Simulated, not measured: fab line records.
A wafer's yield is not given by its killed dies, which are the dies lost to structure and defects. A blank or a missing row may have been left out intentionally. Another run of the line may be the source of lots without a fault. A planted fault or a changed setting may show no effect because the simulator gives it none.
Which tool is to blame?	flow gf180mcu	6 lots with 18 wafers sampled at 3 steps, on a route of 602 steps

== WHAT THE GAUGES SHOWED, per wafer ==
GF_HV_LDD_RS_MEAS_53: a four-point-probe measurement.
lot	measured	on	HV_LDD_RS (ohm/sq)
L125	day 12 16:09	film_metro-02	420.0 417.7 418.2
L129	day 13 23:58	film_metro-02	416.8 417.5 417.9
L130	day 14 09:40	film_metro-02	416.1 416.3 416.6
L135	day 16 01:41	film_metro-02	414.9 415.1 415.1
L143	day 18 13:31	film_metro-01	373.4 372.7 373.4
L145	day 19 10:16	film_metro-01	417.6 417.1 416.9

== TOOL THAT RAN EACH LOT (tool first, then ch and the chambers of the sampled wafers, then the start) ==
lot	GF_HV_LDD_IMPLANT_34	GF_HV_LDD_STRIP_37
L125	implanter-02 ch 0, day 11 19:34	plasma_asher-02 ch 0,1, day 11 20:01
L129	implanter-02 ch 0, day 13 02:07	plasma_asher-03 ch 0,1, day 13 02:34
L130	implanter-03 ch 0, day 13 12:19	plasma_asher-01 ch 1, day 13 12:44
L135	implanter-04 ch 0, day 15 03:04	plasma_asher-02 ch 0,1, day 15 03:31
L143	implanter-03 ch 0, day 17 13:17	plasma_asher-02 ch 0,1, day 17 13:43
L145	implanter-02 ch 0, day 18 09:11	plasma_asher-01 ch 0,1, day 18 09:37
- GF_HV_LDD_IMPLANT_34
- GF_HV_LDD_STRIP_37: strips in O2/N2.

== THE ANSWER, worked out from the rows above alone ==
Rule: what is usual is taken from the lots themselves. The widest of any qualifying gaps counts: lots, ordered by their means at a reading, are off when they make up no more than a third of the lots, leave a main group of 4 or more, and stand apart from it by 3 or more times the standard deviation of that group's means. Not used: any main group whose means are identical at the precision the tables above print for the reading. A lot without any number at a reading at which 4 lots or more have one is off too. Where the step has rows for the other lots, those lots are counted as sound.
Off: L143, at GF_HV_LDD_RS_MEAS_53 (HV_LDD_RS). Mean 416.9 ohm/sq and standard deviation 1.2 in the main group.
If a tool, at a process step before that reading, ran all the lots that are off and no sound lot after the first of them, it fits. Gauges at GF_HV_LDD_RS_MEAS_53: tried the same way as those tools. 2 tools fit, implanter-03 at GF_HV_LDD_IMPLANT_34 and plasma_asher-02 at GF_HV_LDD_STRIP_37, so this cannot tell which one it is.

== WHAT WAS PUT IN BY THE SIMULATOR ==
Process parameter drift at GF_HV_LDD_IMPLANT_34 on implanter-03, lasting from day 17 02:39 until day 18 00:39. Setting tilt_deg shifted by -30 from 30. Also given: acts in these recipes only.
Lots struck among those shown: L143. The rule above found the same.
